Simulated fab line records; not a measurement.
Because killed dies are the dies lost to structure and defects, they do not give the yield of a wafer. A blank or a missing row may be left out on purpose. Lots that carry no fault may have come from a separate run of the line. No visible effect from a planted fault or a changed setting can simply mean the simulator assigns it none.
fab line records	flow sfq_line
record: lots: 14	wafers: 42	last_day: 87
route steps=325 shown I0@43 I2@105 I7@297 M8@318
lots that met no fault: from a run of the same line without faults
start_h: start of the lot's first displayed wafer, in hours after the record's first day	wait_h: how many hours have passed since the lot's step before this one	" unchanged from the row above	L1.1+2: a single row standing in for several wafers	- either no value or no given start	* or withheld: withheld	< > ~ a bound
route shown NAME@n: names a module that has steps shown in the file, with the first one's number in the route	usual: mean/standard deviation taken from wafers without a fault	same: alike in all rows	chamber/n: place in a boat	sites: each site's reading	_std_site: the values' standard deviation	_edge_site: the outer-site mean with the inner-site mean subtracted	radius_mm: how far each site lies from the wafer's centre	mask NAME#n: copy n	behind: the most recent tool/chamber to have shaped the wafer	hold: why the lot went on hold/how many hours it stayed there/how the hold came to an end	device: whichever transistor did not switch (one of n, p or np)	end of line: tests of these same wafers at the route's end	where a step has no rows: the recipe by itself	killed: the dies lost at the first sort to structure and to defects; this is not the yield of the wafer	map: the dies of a wafer, with x for killed, . for not killed, _ for no die there
set.NAME: setting as actually run; set.NAME@STEP: the setting as run at that earlier step	model.NAME: the simulator's own value behind a step, which no gauge read
a sample of lots followed through the steps of the route, with each step as a table and each wafer as a row
services: a tool's chamber out of use, with start hour (start_h, from the record's first day; less than 0 if before it), hours out, and reason
== steps ==
step: SFQ_TRILAYER_I0_DEP_PECVD_027
recipe: material: SiO2	temp_c: 150	time_s: 111.11	pressure_torr: 2.4	rf_w: 183.3	precursor: SiH4/N2O	target_thk_nm: 500
usual: heater_power_w: 92/20	rf_fwd_power_W: 182.3/0.65	throttle_valve_pct: 25.1/1.5
lot.wafer	tool	chamber	start_h	wait_h	heater_power_w	rf_fwd_power_W	throttle_valve_pct
L842.1	pecvd-04	1	147.99	0.0	111	182.2	24.2
L842.3	"	0	"	"	100	181.4	26.7
L842.4	"	0	"	"	103	182.1	27.1
L845.3	pecvd-04	2	171.54	0.0	130	182.9	27.0
L845.4	"	1	"	"	98	182.0	24.6
L845.6	"	0	"	"	94	182.5	27.2
L846.1	pecvd-01	2	172.74	0.0	69	181.7	26.3
L846.2	"	1	"	"	86	182.4	26.6
L846.3	"	0	"	"	93	181.9	24.4
L847.2	pecvd-01	1	178.54	0.0	87	182.0	26.5
L847.4	"	1	"	"	93	181.9	26.5
L847.6	"	2	"	"	65	182.7	26.3
L853.1	pecvd-01	1	209.74	0.0	90	182.5	22.3
L853.3	"	2	"	"	75	183.0	23.4
L853.4	"	0	"	"	92	181.9	23.5
L854.1	pecvd-01	2	213.34	0.0	77	181.8	23.2
L854.3	"	1	"	"	86	182.7	21.7
L854.5	"	2	"	"	62	181.5	23.1
L856.1	pecvd-01	1	222.94	0.0	86	182.0	22.2
L856.2	"	0	"	"	94	181.0	23.5
L856.3	"	2	"	"	68	182.9	23.1
L857.1	pecvd-01	2	228.52	0.0	64	182.1	23.4
L857.3	"	0	"	"	96	182.5	23.4
L857.6	"	1	"	"	92	181.9	22.1
L858.2	pecvd-02	1	240.95	0.0	73	182.7	24.9
L858.5	"	2	"	"	75	182.1	25.5
L858.6	"	1	"	"	76	183.7	24.8
L859.3	pecvd-02	1	244.71	0.0	77	182.3	24.9
L859.4	"	2	"	"	78	182.4	25.4
L859.6	"	0	"	"	82	181.2	24.8
L860.1	pecvd-02	0	255.34	0.0	76	182.2	24.8
L860.4	"	2	"	"	67	184.0	25.4
L860.5	"	0	"	"	78	182.3	24.5
L861.1	pecvd-04	0	258.94	0.0	97	183.2	27.6
L861.3	"	1	"	"	106	181.6	25.0
L861.6	"	2	"	"	133	182.6	27.3
L862.3	pecvd-02	1	263.74	0.0	77	182.9	24.6
L862.4	"	2	"	"	67	182.2	25.3
L862.5	"	0	"	"	80	182.8	24.7
L863.1	pecvd-04	1	267.34	0.0	102	181.8	24.5
L863.2	"	0	"	"	91	182.5	27.6
L863.3	"	2	"	"	142	183.4	27.1
step: SFQ_I2_BOW_MEAS_917
recipe: mode: bow
usual: I2_BOW: 2/8.7
lot.wafer	tool	chamber	start_h	wait_h	I2_BOW[um]
L842.1	film_metro-02	-	555.14	1.5	7
L842.3	"	-	"	"	8
L842.4	"	-	"	"	4
L845.3	film_metro-04	-	596.24	2.0	1
L845.4	"	-	"	"	-9
L845.6	"	-	"	"	-2
L846.1	film_metro-02	-	602.20	2.5	18
L846.2	"	-	"	"	25
L846.3	"	-	"	"	21
L847.2	film_metro-03	-	603.44	2.0	-3
L847.4	"	-	"	"	7
L847.6	"	-	"	"	2
L853.1	film_metro-04	-	617.20	2.5	-1
L853.3	"	-	"	"	-6
L853.4	"	-	"	"	6
L854.1	film_metro-04	-	620.20	2.5	6
L854.3	"	-	"	"	17
L854.5	"	-	"	"	6
L856.1	film_metro-02	-	623.65	1.5	-8
L856.2	"	-	"	"	-6
L856.3	"	-	"	"	-11
L857.1	film_metro-03	-	624.42	1.0	6
L857.3	"	-	"	"	14
L857.6	"	-	"	"	12
L858.2	film_metro-02	-	627.44	2.0	-3
L858.5	"	-	"	"	1
L858.6	"	-	"	"	-8
L859.3	film_metro-03	-	629.69	1.5	-1
L859.4	"	-	"	"	1
L859.6	"	-	"	"	2
L860.1	film_metro-04	-	630.42	1.0	16
L860.4	"	-	"	"	6
L860.5	"	-	"	"	4
L861.1	film_metro-03	-	633.42	1.0	-8
L861.3	"	-	"	"	-6
L861.6	"	-	"	"	-13
L862.3	film_metro-04	-	635.69	1.5	-7
L862.4	"	-	"	"	4
L862.5	"	-	"	"	6
L863.1	film_metro-02	-	636.42	2.5	3
L863.2	"	-	"	"	18
L863.3	"	-	"	"	6
step: SFQ_TRILAYER_I7_CMP_CMP_184
recipe: material: SiO2	down_force_psi: 3	platen_rpm: 60	pad_velocity_m_s: 0.94248
usual: edge_zone_pressure_frac: 1.000/0.0051	motor_current_A: 9.7/0.93	time_to_endpoint_s: 218/6.3
lot.wafer	tool	chamber	start_h	wait_h	edge_zone_pressure_frac	motor_current_A	time_to_endpoint_s
L842.3	cmp-02	0	1771.77	0.0	1.006	9.3	210
L842.4	"	2	1772.77	1.0	1.001	9.7	224
L842.1	"	3	"	"	1.007	12.3	220
L845.4	cmp-01	1	1778.81	1.3	0.998	9.6	223
L845.3	"	3	1779.81	2.4	0.992	8.5	221
L845.6	"	0	"	"	0.994	10.2	225
L846.3	cmp-02	0	1783.49	0.0	1.001	9.9	214
L846.1	"	1	"	"	1.009	9.3	216
L846.2	"	2	"	"	0.996	9.6	224
L847.2	cmp-02	3	1808.29	0.5	0.996	11.3	204
L847.4	"	0	"	"	1.002	9.8	219
L847.6	"	2	1809.79	2.0	0.989	9.4	214
L853.4	cmp-01	3	1838.29	2.4	0.996	8.8	231
L853.3	"	0	"	"	1.006	10.4	224
L853.1	"	1	"	"	0.993	9.7	218
L854.1	cmp-02	3	1839.52	1.3	0.990	11.0	178
L854.3	"	2	1841.02	2.8	1.002	9.7	216
L854.5	"	3	"	"	0.993	11.7	220
L856.3	cmp-02	1	1845.52	1.3	0.997	9.6	217
L856.2	"	3	1846.52	2.3	1.005	12.2	180
L856.1	"	0	"	"	0.995	10.1	172
L857.1	cmp-01	3	1850.84	1.0	1.002	8.7	216
L857.3	"	0	"	"	0.991	9.9	213
L857.6	"	3	1852.84	3.0	0.998	8.4	222
L858.2	cmp-01	3	1856.84	2.2	0.998	8.5	218
L858.6	"	2	1858.34	3.7	0.999	8.8	215
L858.5	"	3	"	"	0.999	8.2	224
L859.3	cmp-01	2	1963.32	0.5	1.000	9.4	220
L859.4	"	0	1964.32	1.5	1.002	9.6	218
L859.6	"	2	1965.32	2.5	0.992	9.6	220
L860.4	cmp-02	0	1971.04	0.0	0.999	9.5	208
L860.1	"	2	1972.04	1.1	1.001	9.5	216
L860.5	"	0	1973.04	2.0	1.005	9.8	210
L861.3	cmp-02	1	2052.52	0.6	0.998	9.9	216
L861.1	"	3	2053.52	1.6	1.007	12.6	214
L861.6	"	0	"	"	1.000	9.9	218
L862.4	cmp-01	0	2055.26	2.2	1.007	10.2	222
L862.3	"	2	2056.26	3.2	1.001	8.7	217
L862.5	"	3	"	"	1.001	8.4	217
L863.2	cmp-02	1	2058.38	0.5	0.997	10.2	204
L863.3	"	2	"	"	0.998	9.6	203
L863.1	"	3	"	"	0.996	12.0	209
step: SFQ_TRILAYER_I7_METRO_MEASURE_185
usual: thk_nm: 200.5/1.1
lot.wafer	tool	chamber	start_h	wait_h	thk_nm
L842.1	film_metro-01	-	1774.89	0.1	202.1
L842.3	"	-	"	"	200.1
L842.4	"	-	"	"	200.6
L845.3	film_metro-01	-	1781.83	0.5	201.1
L845.4	"	-	"	"	201.0
L845.6	"	-	"	"	199.5
L846.1	film_metro-03	-	1786.61	0.1	200.1
L846.2	"	-	"	"	200.4
L846.3	"	-	"	"	200.8
L847.2	film_metro-01	-	1811.11	0.3	202.4
L847.4	"	-	"	"	202.6
L847.6	"	-	"	"	202.3
L853.1	film_metro-03	-	1841.02	0.1	201.8
L853.3	"	-	"	"	200.4
L853.4	"	-	"	"	200.7
L854.1	film_metro-04	-	1842.64	0.1	249.5
L854.3	"	-	"	"	199.0
L854.5	"	-	"	"	199.9
L856.1	film_metro-01	-	1848.64	0.1	249.1
L856.2	"	-	"	"	250.1
L856.3	"	-	"	"	199.2
L857.1	film_metro-04	-	1853.46	0.1	201.9
L857.3	"	-	"	"	201.1
L857.6	"	-	"	"	201.2
L858.2	film_metro-01	-	1859.66	0.3	201.4
L858.5	"	-	"	"	201.2
L858.6	"	-	"	"	201.4
L859.3	film_metro-01	-	1966.34	0.5	199.9
L859.4	"	-	"	"	199.9
L859.6	"	-	"	"	198.0
L860.1	film_metro-03	-	1974.16	0.1	199.3
L860.4	"	-	"	"	198.7
L860.5	"	-	"	"	199.7
L861.1	film_metro-04	-	2055.14	0.1	200.1
L861.3	"	-	"	"	200.5
L861.6	"	-	"	"	200.9
L862.3	film_metro-04	-	2058.28	0.5	201.0
L862.4	"	-	"	"	198.8
L862.5	"	-	"	"	200.1
L863.1	film_metro-01	-	2061.00	0.1	199.5
L863.2	"	-	"	"	198.4
L863.3	"	-	"	"	198.7
step: SFQ_TRILAYER_I7_VIA_ETCH_VIA_ETCH_190
recipe: target: SiO2	stop_on: Nb	mask_material: PR	taper_deg: 20	chemistry: CHF3	target_depth_nm: 260	source_w: 500	bias_w: 80	pressure_mtorr: 30	time_s: withheld
usual: drypump_motor_current_A: 5.9/0.39	oes_product_au: 0.856/0.0056	rf_fwd_power_W: 498.1/1.6
lot.wafer	tool	chamber	start_h	wait_h	drypump_motor_current_A	oes_product_au	rf_fwd_power_W
L842.1	rie_diel-04	3	1860.83	0.0	6.3	0.860	499.0
L842.3	"	1	"	"	5.7	0.851	497.0
L842.4	"	0	"	"	6.6	0.858	498.4
L845.3	rie_diel-04	2	1875.35	0.0	6.2	0.857	498.8
L845.4	"	0	"	"	6.5	0.864	499.5
L845.6	"	1	"	"	5.7	0.848	499.1
L846.1	rie_diel-04	1	1884.56	0.0	5.8	0.851	499.7
L846.2	"	0	"	"	6.6	0.853	495.8
L846.3	"	3	"	"	6.2	0.854	496.7
L847.2	rie_diel-04	2	1924.41	0.0	6.2	0.853	499.8
L847.4	"	3	"	"	6.3	0.857	498.0
L847.6	"	1	"	"	5.7	0.860	497.7
L853.1	rie_diel-04	3	1949.61	0.0	6.3	0.859	496.8
L853.3	"	0	"	"	6.6	0.853	495.2
L853.4	"	2	"	"	6.2	0.855	499.5
L854.1	rie_diel-01	1	1952.01	0.0	5.1	0.971	497.2
L854.3	"	0	"	"	5.5	0.853	496.1
L854.5	"	0	"	"	5.5	0.852	498.6
L856.1	rie_diel-04	1	1955.61	0.0	5.7	0.966	498.4
L856.2	"	0	"	"	6.5	0.976	497.8
L856.3	"	3	"	"	6.3	0.851	499.4
L857.1	rie_diel-01	2	1962.81	0.0	5.9	0.861	497.4
L857.3	"	1	"	"	5.1	0.852	496.9
L857.6	"	2	"	"	6.0	0.861	496.9
L858.2	rie_diel-01	1	1967.79	0.0	5.1	0.860	495.8
L858.5	"	3	"	"	5.9	0.860	500.3
L858.6	"	0	"	"	5.5	0.867	499.2
L859.3	rie_diel-04	2	1969.47	0.0	6.2	0.856	496.5
L859.4	"	0	"	"	6.6	0.856	498.2
L859.6	"	3	"	"	6.3	0.843	497.9
L860.1	rie_diel-02	2	1977.69	0.0	6.0	0.850	498.7
L860.4	"	1	"	"	5.4	0.852	495.1
L860.5	"	1	"	"	5.4	0.861	496.4
L861.1	rie_diel-02	2	2066.57	0.0	6.0	0.848	498.5
L861.3	"	3	"	"	5.6	0.849	498.2
L861.6	"	1	"	"	5.5	0.854	496.6
L862.3	rie_diel-01	2	2067.77	0.0	5.9	0.863	497.2
L862.4	"	0	"	"	5.5	0.849	499.5
L862.5	"	0	"	"	5.5	0.854	497.1
L863.1	rie_diel-04	1	2069.97	0.0	5.7	0.850	499.2
L863.2	"	2	"	"	6.2	0.853	499.0
L863.3	"	0	"	"	6.6	0.849	496.5
step: SFQ_M8_OVL_MEAS_948
usual: M8_OVL: 2/6
lot.wafer	tool	chamber	start_h	wait_h	M8_OVL[nm]
L842.1	overlay-02	-	1974.72	0.1	-7
L842.3	"	-	"	"	-8
L842.4	"	-	"	"	-7
L845.3	overlay-02	-	1990.33	0.1	1
L845.4	"	-	"	"	2
L845.6	"	-	"	"	2
L846.1	overlay-01	-	1996.32	0.1	2
L846.2	"	-	"	"	6
L846.3	"	-	"	"	8
L847.2	overlay-01	-	2020.45	0.1	0
L847.4	"	-	"	"	6
L847.6	"	-	"	"	10
L853.1	overlay-01	-	2044.78	0.1	0
L853.3	"	-	"	"	-4
L853.4	"	-	"	"	-7
L854.1	overlay-01	-	2045.98	0.1	-12
L854.3	"	-	"	"	0
L854.5	"	-	"	"	-8
L856.1	overlay-01	-	2049.58	0.1	-1
L856.2	"	-	"	"	-5
L856.3	"	-	"	"	-1
L857.1	overlay-01	-	2054.38	0.1	-1
L857.3	"	-	"	"	0
L857.6	"	-	"	"	1
L858.2	overlay-01	-	2059.19	0.1	3
L858.5	"	-	"	"	9
L858.6	"	-	"	"	0
L859.3	overlay-01	-	2060.40	0.1	-9
L859.4	"	-	"	"	-3
L859.6	"	-	"	"	4
L860.1	overlay-01	-	2064.08	0.1	15
L860.4	"	-	"	"	11
L860.5	"	-	"	"	10
L861.1	overlay-01	-	2073.48	0.1	1
L861.3	"	-	"	"	8
L861.6	"	-	"	"	7
L862.3	overlay-01	-	2074.70	0.1	6
L862.4	"	-	"	"	8
L862.5	"	-	"	"	5
L863.1	overlay-01	-	2077.08	0.1	12
L863.2	"	-	"	"	8
L863.3	"	-	"	"	-2
== services ==
tool	chamber	start_h	hours	kind
cmp-02	-	149.87	0.7	repair
cmp-02	-	184.84	0.5	repair
cmp-02	-	235.00	4.0	pm
rie_diel-04	2	236.51	9.5	repair
cmp-02	-	314.21	5.8	pm
cmp-02	-	322.09	6.4	repair
cmp-02	-	362.01	2.2	repair
rie_diel-04	1	363.61	22.6	repair
cmp-02	-	370.09	2.0	repair
rie_diel-04	0	371.86	4.1	repair
rie_diel-04	-	375.83	1.6	repair
cmp-02	-	477.13	6.0	pm
rie_diel-04	-	509.47	0.9	repair
cmp-02	-	516.66	1.5	repair
cmp-02	-	575.42	4.0	pm
rie_diel-04	3	608.39	6.6	repair
cmp-02	-	637.75	1.0	repair
rie_diel-04	0	664.66	4.5	repair
cmp-02	-	752.81	1.8	repair
rie_diel-04	1	792.31	9.4	repair
cmp-02	-	793.04	1.1	repair
rie_diel-04	1	826.64	10.4	repair
cmp-02	-	846.71	3.7	pm
rie_diel-04	0	851.63	6.1	repair
== key ==
first_sign: step: SFQ_TRILAYER_I7_CMP_CMP_184	reading: time_to_endpoint_s	direction: down	sigmas: 6.5	usual: *	struck: *
effect: step: SFQ_TRILAYER_I7_METRO_MEASURE_185	reading: thk_nm	direction: up	sigmas: 45	usual: 200.5	struck: 249.6
effect: step: SFQ_TRILAYER_I7_VIA_ETCH_VIA_ETCH_190	reading: oes_product_au	direction: up	sigmas: 21	usual: 0.856	struck: 0.971
met_at SFQ_TRILAYER_I7_CMP_CMP_184
struck_lots L854,L856
struck_wafers L854.1,L856.1,L856.2
not_acting_at SFQ_TRILAYER_I0_DEP_PECVD_027,SFQ_I2_BOW_MEAS_917,SFQ_M8_OVL_MEAS_948
onset_between 1808.29 1839.52
fault: kind: process_parameter_drift	tool: cmp-02	chamber: -	onset_h: 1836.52	steps: SFQ_TRILAYER_I7_CMP_CMP_184	channel: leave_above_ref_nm	offset: 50	shape: step	end_h: 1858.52	scope: struck_wafers_only	acts_in: these_recipes_only	stated: 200
